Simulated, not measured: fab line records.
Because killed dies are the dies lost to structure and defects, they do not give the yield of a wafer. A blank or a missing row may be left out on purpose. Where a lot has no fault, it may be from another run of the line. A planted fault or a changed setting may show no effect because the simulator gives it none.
Comparing a struck lot with a sound one | flow sfq_line | 18 out of 325 route steps
Sound: wafers L598.1, L598.2, L598.3. Struck: wafers L595.1, L595.2, L595.5. The cause comes at the end.
At each step with rows: each side's tool, then ch and its chambers, then its first start. Under that, the readings that differ: sound wafers | struck wafers | difference of the means | sigmas: that difference in standard deviations of wafers without a fault.
alike: same words and numbers on both sides, and readings whose means sit less than 2 such deviations apart. not compared: any withheld reading, any reading some wafer has no value for, any bound like >300 that may hide the same value, and any number with overlapping values for which the record gives no deviation.
The two part at a step that has a row with sigmas, a row that says differs or no value, or rows on one side only. When numbers do not overlap yet have no deviation, they are printed without sigmas and do not part them. A reading that every wafer of one side lacks parts them only if that side has two wafers or more.

SFQ_I6_OVL_MEAS_942:
  sound on overlay-02, day 78 02:01; struck on overlay-01, day 77 13:58
  alike: I6_OVL
SFQ_TRILAYER_I6_VIA_BARC_OPEN_VIA_ETCH_235: etches BARC in O2, target depth 125 nm, time 41.7 s.
  sound on rie_diel-01 ch 1,2,3, day 78 02:03; struck on rie_diel-03 ch 1,3, day 77 13:59
  alike: bias_w, drypump_motor_current_A, oes_product_au
  not compared: rf_hours_counter_h
SFQ_TRILAYER_I6_VIA_ETCH_VIA_ETCH_172: etches SiO2 in CHF3, stops on Nb, target depth 260 nm.
  sound on rie_diel-01 ch 1,2,3, day 78 02:05; struck on rie_diel-03 ch 1,3, day 77 14:02
  alike: bias_w, drypump_motor_current_A, oes_product_au
SFQ_TRILAYER_I6_VIA_STRIP_STRIP_173: strips in O2.
  sound on rie_metal-04 ch 0, day 78 02:13; struck on rie_metal-01 ch 0,1, day 77 14:09
  alike: drypump_motor_current_A, he_backside_leak_sccm, oes_product_au
  not compared: rf_hours_counter_h
then, 2 steps without rows for these wafers: SFQ_TRILAYER_I6_VIA_STRIP_SOLV_CLEAN_174 (cleans in NMP, time 600 s); SFQ_TRILAYER_M7_DEP_PRE_CLEAN_176 (time 22.5 s).
SFQ_TRILAYER_M7_DEP_SPUTTER_175: material Nb, target thk 200 nm, time 133.3 s.
  sound on pvd_sputter-05, day 78 03:37; struck on pvd_sputter-04, day 77 14:57
  alike: substrate_temp_c, throttle_valve_pct
SFQ_M7_RS_MEAS_943: uses a four-point probe to measure.
  sound on film_metro-03, day 78 03:42; struck on film_metro-04, day 77 15:02
  alike: M7_NB_RS
then, 3 steps without rows for these wafers: SFQ_TRILAYER_M7_LITHO_COAT_182 (resist thk 62 nm); SFQ_TRILAYER_M7_LITHO_COAT_177 (resist thk 600 nm); SFQ_TRILAYER_M7_LITHO_SOFTBAKE_181.
SFQ_TRILAYER_M7_LITHO_EXPOSE_178: exposes mask M7, target cd 500 nm.
  sound on krf_scanner-02 ch 0, day 78 06:02; struck on krf_scanner-01 ch 0, day 77 17:16
  reading              | sound                | struck               | difference | sigmas
  exposure_dose_mJ_cm2 | 14.402 14.390 14.390 | 14.987 14.963 14.976 | +0.581     | +42
  alike: mask
then, 2 steps without rows for these wafers: SFQ_TRILAYER_M7_LITHO_PEB_180 (peb time 60 s); SFQ_TRILAYER_M7_LITHO_DEVELOP_179 (time 60 s).
SFQ_M7_OVL_MEAS_945:
  sound on overlay-02, day 78 07:32; struck on overlay-01, day 77 18:46
  alike: M7_OVL
SFQ_TRILAYER_M7_BARC_OPEN_METAL_ETCH_229: etches BARC in O2, target depth 125 nm, time 41.7 s.
  sound on rie_metal-02 ch 0,1, day 78 07:34; struck on rie_metal-03 ch 0,1, day 77 18:47
  reading                     | sound           | struck            | difference | sigmas
  drypump_motor_current_A (A) | 5.7 5.4 5.4     | 6.0 6.4 6.4       | +0.8       | +2
  model.M7.cd_nm (nm)         | 499.3 499.8 500 | 494.2 494.9 494.9 | -5.0       |
  alike: bias_w, he_backside_leak_sccm, oes_product_au
  not compared: rf_hours_counter_h
SFQ_TRILAYER_M7_ETCH_METAL_ETCH_180: etches Nb in Cl2/Ar, stops on SiO2, target depth 240 nm, time 120 s.
  sound on rie_metal-02 ch 0,1, day 78 07:38; struck on rie_metal-03 ch 0,1, day 77 18:51
  reading                     | sound         | struck            | difference | sigmas
  drypump_motor_current_A (A) | 5.8 5.4 5.4   | 6.0 6.4 6.5       | +0.8       | +2
  model.M7.cd_nm (nm)         | 501 500 499.7 | 493.7 494.1 493.5 | -6.5       |
  alike: bias_w, he_backside_leak_sccm, oes_product_au
  not compared: rf_hours_counter_h
SFQ_TRILAYER_M7_STRIP_STRIP_181: strips in O2.
  sound on rie_metal-02 ch 0,1, day 78 07:45; struck on rie_metal-03 ch 0,1, day 77 19:01
  reading                     | sound       | struck      | difference | sigmas
  drypump_motor_current_A (A) | 5.7 5.4 5.4 | 6.0 6.5 6.5 | +0.8       | +3
  alike: he_backside_leak_sccm, oes_product_au
  not compared: rf_hours_counter_h

== WHERE THEY PART ==
Earliest at SFQ_TRILAYER_M7_LITHO_EXPOSE_178; latest, in this record, at SFQ_TRILAYER_M7_STRIP_STRIP_181.

WHY: what the simulator had put in
Process parameters drifting: krf_scanner-01 at SFQ_TRILAYER_M7_LITHO_EXPOSE_178, beginning at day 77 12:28. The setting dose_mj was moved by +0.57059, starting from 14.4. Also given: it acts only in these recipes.
